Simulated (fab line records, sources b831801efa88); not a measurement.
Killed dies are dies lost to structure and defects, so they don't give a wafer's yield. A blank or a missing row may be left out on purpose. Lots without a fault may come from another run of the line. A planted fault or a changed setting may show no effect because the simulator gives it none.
A struck lot beside a sound one | flow sky130 | 16 steps out of a route of 708
Sound: wafers L290.2, L290.4, L290.6. Struck: wafer L298.1. (L298.2, L298.4 of the same lot were not struck and are left out.) The cause comes at the end.
At each step with rows: each side's tool, then ch and its chambers, then its first start. Under that, the readings that differ: sound wafers | struck wafers | difference of the means | sigmas: that difference in standard deviations of wafers without a fault.
alike: readings whose means differ by less than 2 such deviations, and words and numbers that are the same on both sides. not compared: withheld readings, readings that some wafer has no value for, bounds like >300 that may hide the same value, and numbers for which the record gives no deviation and whose values overlap.
The two part at a step that has a row with sigmas, a row that says differs or no value, or rows on one side only. Numbers that don't overlap but have no deviation are shown without sigmas and don't part them. A reading that every wafer of one side lacks parts them only if that side has two wafers or more.

first, 8 steps without rows for these wafers: SKY_METAL2_DEHYDRATE_07 (time 60 s); SKY_METAL2_HMDS_08 (prime time 60 s); SKY_METAL2_COAT_09 (resist thk 60 nm); SKY_METAL2_COAT_10 (resist thk 450 nm); SKY_METAL2_SOFTBAKE_11 (time 90 s); SKY_METAL2_EXPOSE_12 (exposes mask MM2, target cd 140 nm); SKY_METAL2_PEB_13; SKY_METAL2_DEVELOP_14 (develop time 60 s).
SKY_METAL2_CD_MEAS_15: target cd 140 nm.
  sound on cd_sem-02, day 36 16:19; struck on cd_sem-01, day 38 23:10
  reading    | sound             | struck | difference | sigmas
  cd_nm (nm) | 137.7 137.5 139.2 | 142.9  | +4.8       | +3
SKY_METAL2_OVL_MEAS_16:
  sound on overlay-02, day 36 16:25; struck on overlay-02, day 38 23:17
  reading         | sound   | struck | difference | sigmas
  METAL2_OVL (nm) | 11 14 6 | -1     | -11        | -2
SKY_METAL2_DESCUM_17: chemistry O2, time 8 s.
  sound on rie_metal-02 ch 0,1, day 36 16:27; struck on rie_metal-04 ch 0, day 38 23:19
  alike: drypump_motor_current_A, oes_product_au
  not compared: rf_hours_counter_h
SKY_METAL2_ETCH_18: etches BARC in N2/H2, stops on SiO2, time 45.9 s, target depth 60 nm.
  sound on rie_metal-02 ch 0,1, day 36 16:29; struck on rie_metal-04 ch 0, day 38 23:22
  alike: drypump_motor_current_A, h2_flow_sccm, oes_product_au, throttle_valve_pct
  not compared: rf_hours_counter_h
SKY_METAL2_METAL_ETCH_19: etches the open film in Cl2/BCl3, stops on SiO2, target depth 360 nm, time 78 s.
  sound on rie_metal-02 ch 0,1, day 36 16:32; struck on rie_metal-04 ch 0, day 38 23:25
  reading                                       | sound             | struck | difference | sigmas
  model.KrF-thick_of_METAL2_COAT_10.thk_nm (nm) | 149.9 164.3 152.1 | 189.5  | +34.1      |
  model.METAL2.cd_nm (nm)                       | 136.6 135.8 136.3 | 149.1  | +12.9      |
  model.SiO2_of_VIA1_HDPCVD_00.thk_nm (nm)      | 331.3 331.5 332.2 | 333.7  | +2.0       |
  alike: drypump_motor_current_A, oes_product_au, throttle_valve_pct
  not compared: rf_hours_counter_h
SKY_METAL2_STRIP_20: strips in O2/N2.
  sound on plasma_asher-04 ch 0,1, day 36 16:38; struck on plasma_asher-01 ch 1, day 38 23:31
  reading                      | sound             | struck | difference | sigmas
  oes_product_au (a.u.)        | 0.334 0.343 0.342 | 0.351  | +0.011     | +2
  strip_time_to_endpoint_s (s) | 2.61 2.76 2.63    | 3.02   | +0.35      | +6
  alike: drypump_motor_current_A
  not compared: rf_hours_counter_h
then, 1 step without rows for these wafers: SKY_METAL2_STRIP_21 (strips in post etch residue remover, time 1200 s).
-- the record jumps here: 10 days lie between the struck wafers' starts before and after (it left off in module METAL2 and takes up again in module PAD_OPEN, whose first step shown is number 708 of the route) --
SKY_PAD_OPEN_PROBE_99:
  sound on prober-02, day 47 01:02; struck on prober-02, day 48 17:47
  reading             | sound    | struck | difference | sigmas
  killed_at_front_end | 17 16 22 | 8      | -10        | -3
  alike: defect_limited_yield, killed_at_M0_to_M3, killed_at_M4_up, killed_at_contacts, killed_at_other, killed_dies, killed_open, killed_short, sort_bin_3_pad_short, sort_bin_5_function, sort_bin_6_memory, sort_n_pass, sort_yield_pct

WHERE THEY PART
First at SKY_METAL2_CD_MEAS_15; last, within this record, at SKY_PAD_OPEN_PROBE_99.

WHY: what the simulator had put in
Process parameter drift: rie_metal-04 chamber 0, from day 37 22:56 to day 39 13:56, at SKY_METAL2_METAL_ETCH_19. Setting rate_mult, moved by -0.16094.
